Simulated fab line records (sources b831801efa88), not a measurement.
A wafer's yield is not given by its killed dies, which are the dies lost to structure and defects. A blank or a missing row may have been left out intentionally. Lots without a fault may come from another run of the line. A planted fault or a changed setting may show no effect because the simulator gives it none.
A lot that was struck, set against a sound lot + flow sky130 + 18 out of 708 route steps
Sound: these wafers, L329.1, L329.2, L329.5. Struck: wafers L325.1, L325.2, L325.4. At the end, the cause is stated.
Order at every step that has rows: each side's tool, ch and its chambers, its first start. Under that, the readings that differ: sound wafers + struck wafers + difference of the means + sigmas: that difference in standard deviations of wafers without a fault.
alike: same words and numbers on both sides, and readings whose means sit less than 2 such deviations apart. not compared: any withheld reading, any reading some wafer has no value for, any bound like >300 that may hide the same value, and any number with overlapping values for which the record gives no deviation.
The two part at a step that has a row with sigmas, a row that says differs or no value, or rows on one side only. Numbers that have no deviation but don't overlap get no sigmas and don't part them. Lack of a reading on every wafer of one side parts them only where that side has two or more wafers.

first, 4 steps without rows for these wafers: SKY_PWDE_SOFTBAKE_03; SKY_PWDE_EXPOSE_04 (exposes mask PWDEM, target cd 840 nm); SKY_PWDE_PEB_05; SKY_PWDE_DEVELOP_06 (develop time 60 s).
SKY_PWDE_OVL_MEAS_07:
  sound on overlay-02 at day 6 20:48; struck on overlay-01 at day 6 01:30
  alike: PWDE_OVL
following that, these wafers have no rows for 1 step: SKY_PWDE_IMPLANT_08.
SKY_PWDE_STRIP_09: strips in O2/N2.
  sound on plasma asher-03 ch 0,1, day 6 20:59; struck on plasma asher-04 ch 0,1, day 6 01:41
  alike: drypump motor current A, oes product au, strip time to endpoint s
  not compared: rf hours counter h
SKY_PWDE_TW_MEAS_10:
  sound on film metro-01 at day 6 21:05; struck on film metro-03 at day 6 01:47
  alike: PWDE_TW
then, 4 steps without rows for these wafers: SKY_NWELL_DEHYDRATE_03 (time 60 s); SKY_NWELL_HMDS_04 (prime time 60 s); SKY_NWELL_COAT_05 (resist thk 2947 nm); SKY_NWELL_SOFTBAKE_06.
SKY_NWELL_EXPOSE_07: exposes mask NWM, target cd 840 nm.
  sound on iline stepper-01 ch 0, day 7 06:41; struck on iline stepper-02 ch 0, day 6 11:31
| reading                       | sound                   | struck      | difference | sigmas |
|-------------------------------|-------------------------|-------------|------------|--------|
| model.NWELL.overlay x nm (nm) | -0.1211 -0.1211 -0.1211 | 290 290 290 | +290       |        |
  alike: mask, exposure dose mJ cm2, focus offset nm
then, 2 steps without rows for these wafers: SKY_NWELL_PEB_08; SKY_NWELL_DEVELOP_09 (develop time 60 s).
SKY_NWELL_OVL_MEAS_10:
  sound on overlay-01 at day 7 17:24; struck on overlay-01 at day 6 21:05
| reading           | sound         | struck            | difference | sigmas      |
|-------------------|---------------|-------------------|------------|-------------|
| NWELL_00_OVL (nm) | -1.0 0.1 -2.1 | 292.1 290.6 291.7 | +292.5     | +99 or more |
following that, these wafers have no rows for 1 step: SKY_NWELL_IMPLANT_11.
-- the record jumps here: 42 days lie between the struck wafers' starts before and after (it left off in module NWELL and takes up again in module PAD_OPEN, whose first step shown is number 708 of the route) --
SKY_PAD_OPEN_PROBE_99:
  sound on prober-02 at day 49 06:13; struck on prober-02 at day 48 11:51
| reading             | sound     | struck  | difference | sigmas |
|---------------------|-----------|---------|------------|--------|
| killed_at_M4_up     | 1 1 2     | 7 3     | +4         | +2     |
| killed at front end | 21 16 6   | 415 414 | +400       | +85    |
| killed dies         | 105 91 90 | 492 492 | +397       | +41    |
| killed on rim       | 20 17 13  | 96 96   | +79        | +21    |
  alike: killed_at_M0_to_M3, killed at contacts, killed at other, killed open, killed short

== WHERE THEY PART ==
First at SKY_NWELL_OVL_MEAS_10; last, within this record, at SKY_PAD_OPEN_PROBE_99.

WHY: what had been put in by the simulator
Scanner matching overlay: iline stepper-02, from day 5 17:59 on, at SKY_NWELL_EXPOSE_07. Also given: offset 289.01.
